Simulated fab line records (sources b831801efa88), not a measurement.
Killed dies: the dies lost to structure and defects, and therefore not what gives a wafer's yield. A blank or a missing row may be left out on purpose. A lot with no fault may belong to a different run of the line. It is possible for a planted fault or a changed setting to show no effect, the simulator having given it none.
Shared-tool check ; flow sfqLine ; Lots sampled 14, wafers sampled 42

== WHAT PROMPTED THE OPENING ==
SFQ_M0_RS_MEAS_904, reading M0_NB_RS: flagged on 2 of 14 lots. Wafers without a fault read 0.891 ohm/sq, standard deviation 0.0078.
Rule: a lot is flagged when every wafer of it that has a number lies more than 4 standard deviations from that mean, or none has a number. The other lots count as sound.

lot;measured;on;M0_NB_RS (ohm/sq), wafer by wafer;flag
L697;day 9 02:01;filmMetro-04;0.879 0.896 0.883;
L698;day 9 12:50;filmMetro-01;0.870 0.872 0.873;
L699;day 9 20:00;filmMetro-04;0.885 0.887 0.880;
L701;day 10 04:32;filmMetro-03;0.890 0.896 0.889;
L703;day 10 14:52;filmMetro-01;0.886 0.882 0.889;
L704;day 10 19:41;filmMetro-04;0.884 0.890 0.886;
L705;day 10 22:50;filmMetro-04;0.895 0.899 0.898;
L708;day 11 11:52;filmMetro-03;0.905 0.900 0.893;
L710;day 12 06:10;filmMetro-04;0.886 0.894 0.899;
L712;day 12 22:48;filmMetro-03;0.894 0.890 0.888;
L713;day 13 06:01;filmMetro-03;1.206 1.199 1.202;FLAGGED
L714;day 13 16:47;filmMetro-01;0.894 0.888 0.891;
L715;day 13 17:59;filmMetro-03;1.200 1.170 1.176;FLAGGED
L720;day 15 20:08;filmMetro-03;0.878 0.905 0.892;
On average the flagged lots' numbers are 1.192 ohm/sq, which is +0.301 ohm/sq against the usual, or +39 standard deviations.

== EACH LOT AND THE TOOL IT RAN ON ==
Before the reading, the record contains 2 process steps out of a 325-step route. In each cell: the tool, then ch and the chambers that the sampled wafers went through, then the start.
lot;flag;SFQ_TRILAYER_L0_ETCH_METAL_ETCH_008;SFQ_TRILAYER_M0_DEP_SPUTTER_019
L697;;rieMetal-01 ch 1, day 5 08:54;pvdSputter-03, day 9 01:55
L698;;rieMetal-01 ch 0,1, day 5 13:43;pvdSputter-05, day 9 12:43
L699;;rieMetal-02 ch 0,1, day 5 18:30;pvdSputter-05, day 9 19:55
L701;;rieMetal-04 ch 0, day 5 23:18;pvdSputter-03, day 10 04:26
L703;;rieMetal-04 ch 0,1, day 6 04:06;pvdSputter-04, day 10 14:46
L704;;rieMetal-04 ch 0,1, day 6 08:55;pvdSputter-03, day 10 19:34
L705;;rieMetal-01 ch 0,1, day 6 14:54;pvdSputter-05, day 10 22:44
L708;;rieMetal-02 ch 0,1, day 7 05:21;pvdSputter-04, day 11 11:46
L710;;rieMetal-04 ch 0,1, day 7 18:33;pvdSputter-05, day 12 06:04
L712;;rieMetal-04 ch 0,1, day 8 08:15;pvdSputter-03, day 12 22:41
L713;FLAGGED;rieMetal-02 ch 0,1, day 8 13:04;pvdSputter-04, day 13 05:53
L714;;rieMetal-04 ch 0,1, day 8 19:03;pvdSputter-03, day 13 16:41
L715;FLAGGED;rieMetal-01 ch 0,1, day 8 23:51;pvdSputter-04, day 13 17:54
L720;;rieMetal-01 ch 0,1, day 10 15:42;pvdSputter-03, day 15 20:01
What the steps here do:
- SFQ_TRILAYER_L0_ETCH_METAL_ETCH_008: etches MoNx KI in SF6/O2, stops on SiO2, target depth 50 nm, time 25 s.
- SFQ_TRILAYER_M0_DEP_SPUTTER_019: material Nb, target thk 200 nm, time 133.3 s.
- SFQ_M0_RS_MEAS_904: measures by four-point-probe.

== FLAGGED AGAINST TOTAL, ONE TOOL AT A TIME (gauges that did the reading follow at the end) ==
step;tool;lots run;flagged;share of the flagged lots;sound lots run after its first flagged lot
SFQ_TRILAYER_L0_ETCH_METAL_ETCH_008;rieMetal-01;5;1;some;1 (L720)
SFQ_TRILAYER_L0_ETCH_METAL_ETCH_008;rieMetal-02;3;1;some;0
SFQ_TRILAYER_L0_ETCH_METAL_ETCH_008;rieMetal-04;6;0;none;-
SFQ_TRILAYER_M0_DEP_SPUTTER_019;pvdSputter-03;6;0;none;-
SFQ_TRILAYER_M0_DEP_SPUTTER_019;pvdSputter-04;4;2;all;0
SFQ_TRILAYER_M0_DEP_SPUTTER_019;pvdSputter-05;4;0;none;-
SFQ_M0_RS_MEAS_904;filmMetro-01;3;0;none;-
SFQ_M0_RS_MEAS_904;filmMetro-03;6;2;all;1 (L720)
SFQ_M0_RS_MEAS_904;filmMetro-04;5;0;none;-

== THE TABLE: WHAT IT ALLOWS ==
Rows of the table that ran all the flagged lots, 2 in number: pvdSputter-04 at SFQ_TRILAYER_M0_DEP_SPUTTER_019; filmMetro-03 at SFQ_M0_RS_MEAS_904.
- pvdSputter-04 at SFQ_TRILAYER_M0_DEP_SPUTTER_019 ran 4 lots, 2 of them flagged. Last sound lot L708 at day 11 11:46, first flagged lot L713 at day 13 05:53; a fault beginning in between fits.
- filmMetro-03 at SFQ_M0_RS_MEAS_904 ran 6 lots, 2 of them flagged. Lots that were sound ran on it after the first flagged one (L720); a persistent fault on the entire tool would not allow that.
Just one tool remains: pvdSputter-04 at SFQ_TRILAYER_M0_DEP_SPUTTER_019.

== WHAT HAD BEEN PUT IN BY THE SIMULATOR ==
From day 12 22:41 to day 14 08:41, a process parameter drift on pvdSputter-04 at SFQ_TRILAYER_M0_DEP_SPUTTER_019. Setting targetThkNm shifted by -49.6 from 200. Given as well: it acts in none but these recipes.
Lots struck among those shown: L713, L715. The same result came from the rule above.
